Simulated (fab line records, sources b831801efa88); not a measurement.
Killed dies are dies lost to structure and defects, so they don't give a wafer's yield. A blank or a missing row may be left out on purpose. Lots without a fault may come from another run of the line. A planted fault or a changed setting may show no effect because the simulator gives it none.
Chamber matching | flow gf180mcu | GF_V1_CMP_26 on cmp-01: 4 sister chambers
The step polishes, stops on SiO2, t overpolish 15.68 s, target thk 0 nm. 18 wafers are shown with their chamber, then 9 later ones without.

WAFERS WITH THEIR CHAMBER
wafer  | chamber | motor_current_A (A) | time_to_endpoint_s (s) | platen_rpm (rpm)
L931.1 | 2       | 10.2                | 89                     | 59.99
L931.2 | 3       | 11.2                | 84                     | 60.01
L931.4 | 1       | 10.9                | 84                     | 60.03
L933.1 | 0       | 12.1                | 82                     | 59.94
L933.2 | 3       | 11.3                | 86                     | 59.98
L933.3 | 1       | 10.6                | 84                     | 59.99
L935.3 | 3       | 11.5                | 83                     | 60.03
L935.5 | 0       | 12.8                | 83                     | 60.08
L935.6 | 3       | 11.3                | 87                     | 60.05
L936.2 | 0       | 12.1                | 77                     | 59.96
L936.3 | 2       | 10.4                | 84                     | 60.02
L936.5 | 3       | 11.3                | 81                     | 60.06
L937.1 | 1       | 10.5                | 82                     | 60.02
L937.2 | 3       | 10.6                | 80                     | 59.95
L937.5 | 1       | 10.4                | 82                     | 59.99
L938.2 | 2       | 10.7                | 86                     | 60.01
L938.5 | 1       | 10.9                | 83                     | 59.99
L938.6 | 2       | 10.6                | 86                     | 59.98

SIGNATURES (means of the wafers above)
reading            | chamber 0 | chamber 1 | chamber 2 | chamber 3 | scatter within a chamber
motor_current_A    | 12.333    | 10.660    | 10.475    | 11.200    | 0.289
time_to_endpoint_s | 80.67     | 83.00     | 86.25     | 83.50     | 2.31
platen_rpm         | 59.9933   | 60.0040   | 60.0000   | 60.0133   | 0.0405
Rule: a wafer's distance from a chamber is the root of the sum, over the readings, of the square of ((its reading less the chamber's mean) divided by the reading's scatter). The wafer belongs to the nearest chamber; if the next one is less than 2 further off, it can't be placed. The scatter: the root of (the sum of the squares of (reading less its chamber's mean) over the shown wafers, divided by (wafers less chambers)).

WAFERS WITHOUT THEIR CHAMBER
wafer  | motor_current_A (A) | time_to_endpoint_s (s) | platen_rpm (rpm)
L944.3 | 12.8                | 88                     | 60.01
L944.5 | 10.3                | 92                     | 60.00
L944.6 | 11.7                | 87                     | 60.01
L946.2 | 9.9                 | 88                     | 59.97
L946.3 | 13.0                | 87                     | 60.06
L946.4 | 11.1                | 85                     | 60.02
L945.1 | 12.2                | 86                     | 59.95
L945.3 | 10.1                | 92                     | 59.98
L945.6 | 11.3                | 91                     | 59.98

WHICH CHAMBER EACH WENT THROUGH
wafer  | from the rows above               | in truth
L944.3 | 0                                 | 0
L944.5 | can't be placed: 2 or 1           | 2
L944.6 | can't be placed: 3 or 0 or 1 or 2 | 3
L946.2 | can't be placed: 2 or 1           | 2
L946.3 | 0                                 | 0
L946.4 | can't be placed: 3 or 1 or 2      | 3
L945.1 | can't be placed: 0 or 3           | 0
L945.3 | can't be placed: 2 or 1           | 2
L945.6 | can't be placed: 3 or 2 or 1      | 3
Placed correctly: 2 of 9. Can't be placed from these rows: 7 (the true chamber is among the candidates in 7). Placed wrongly: 0.
